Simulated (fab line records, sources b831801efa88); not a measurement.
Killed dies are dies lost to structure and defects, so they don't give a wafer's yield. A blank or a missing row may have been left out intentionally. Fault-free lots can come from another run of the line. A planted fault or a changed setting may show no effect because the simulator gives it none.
Split-lot experiment    flow sky130    route with 708 steps; 5 lots, 23 wafers read

== ABOUT THE SPLIT ==
At SKY_VIA4_CMP_21 (polishes, stops on SiO2, t overpolish 25 s, target thk 0 nm), the setting t overpolish s was moved away from the recipe's 25 s on 7 of the 23 wafers read, by -8.3% to +14.3%. This setting was run at the recipe's value on the other wafers.

Reading taken at the split's own step.

== THE READING ==
overpolish run s, in s, at SKY_VIA4_CMP_21 (polishes, stops on SiO2, t overpolish 25 s, target thk 0 nm). Fault-free wafers of this fab line usually give 25.000 s, standard deviation 0.0094 s.

wafer   tool, chamber at the split  t overpolish s as run, s  against the recipe  overpolish run s, s  against lot-mates on the recipe
L074.1  cmp-01, 0                   25                        recipe              25.002               -
L074.2  cmp-01, 1                   25                        recipe              25.008               -
L074.6  cmp-01, 1                   25                        recipe              24.998               -
L080.3  cmp-01, 1                   22.93                     -8.3%               22.931               -2.072
L080.2  cmp-01, 2                   25                        recipe              24.993               -
L080.4  cmp-01, 3                   25                        recipe              25.009               -
L080.5  cmp-01, 0                   22.93                     -8.3%               22.905               -2.098
L080.6  cmp-01, 1                   25                        recipe              25.007               -
L081.1  cmp-02, 1                   28.57                     +14.3%              28.571               +3.576
L081.4  cmp-02, 2                   25                        recipe              24.988               -
L081.2  cmp-02, 3                   28.57                     +14.3%              28.576               +3.581
L081.5  cmp-02, 0                   25                        recipe              24.999               -
L081.6  cmp-02, 1                   25                        recipe              24.998               -
L082.3  cmp-02, 1                   27.8                      +11.2%              27.804               +2.804
L082.1  cmp-02, 3                   25                        recipe              25.010               -
L082.4  cmp-02, 0                   27.8                      +11.2%              27.795               +2.796
L082.6  cmp-02, 1                   27.8                      +11.2%              27.799               +2.799
L082.5  cmp-02, 2                   25                        recipe              24.989               -
L085.3  cmp-01, 3                   25                        recipe              25.019               -
L085.2  cmp-01, 0                   25                        recipe              25.016               -
L085.1  cmp-01, 1                   25                        recipe              25.002               -
L085.6  cmp-01, 3                   25                        recipe              24.984               -
L085.5  cmp-01, 0                   25                        recipe              24.987               -

THE FIT
A straight line over all 23 wafers: overpolish run s changes by +0.25 s for each +1% of t overpolish s; r = +1.00; the points scatter about the line by 0.01 s.
The same after taking each lot's own level away (the mean of its wafers on the recipe; 23 wafers): +0.251 s for each +1%; r = +1.00; scatter 0.01 s.
According to that fit, moving t overpolish s by its largest amount changes the reading by 3.6 s.
The lots' own levels span 24.9950 to 25.0030 s, that is 0.9 times the standard deviation above.
Hence the lot-to-lot level has little effect on the slope; both slopes agree.
Check: for one of the wafers moved furthest among these (+14.3%), held out of the fit, the line's prediction against its lot-mates is +3.58 s. Against them it came out at +3.58 s.
Tool readings at the split's step, against how far the setting was moved: overpolish run s r = +1.00.

== THESE WAFERS: OTHER SPLITS ==
Note: prior to the reading, these wafers also went through further splits. Each is held against what the fit with the lots' levels taken away leaves over:
other split on the same wafers      wafers away from the commonest value  r with overpolish run s (lot level and that fit taken away)
SKY_METAL2_ETCH_18 ion energy ev    7                                     -0.06
SKY_VIA2_CMP_02 leave above ref nm  8                                     -0.02
SKY_VIA2_ETCH_14 ion energy ev      7                                     -0.33
SKY_VIA2_CVD_21 temp c              9                                     +0.15
SKY_VIA3_STRIP_16 pressure mtorr    18                                    -0.18
SKY_METAL4_ETCH_17 time s           11                                    -0.17

== THE FILE'S OWN FIT ==
overpolish run s changes by +0.251 s for each +1% of t overpolish s, r = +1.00.
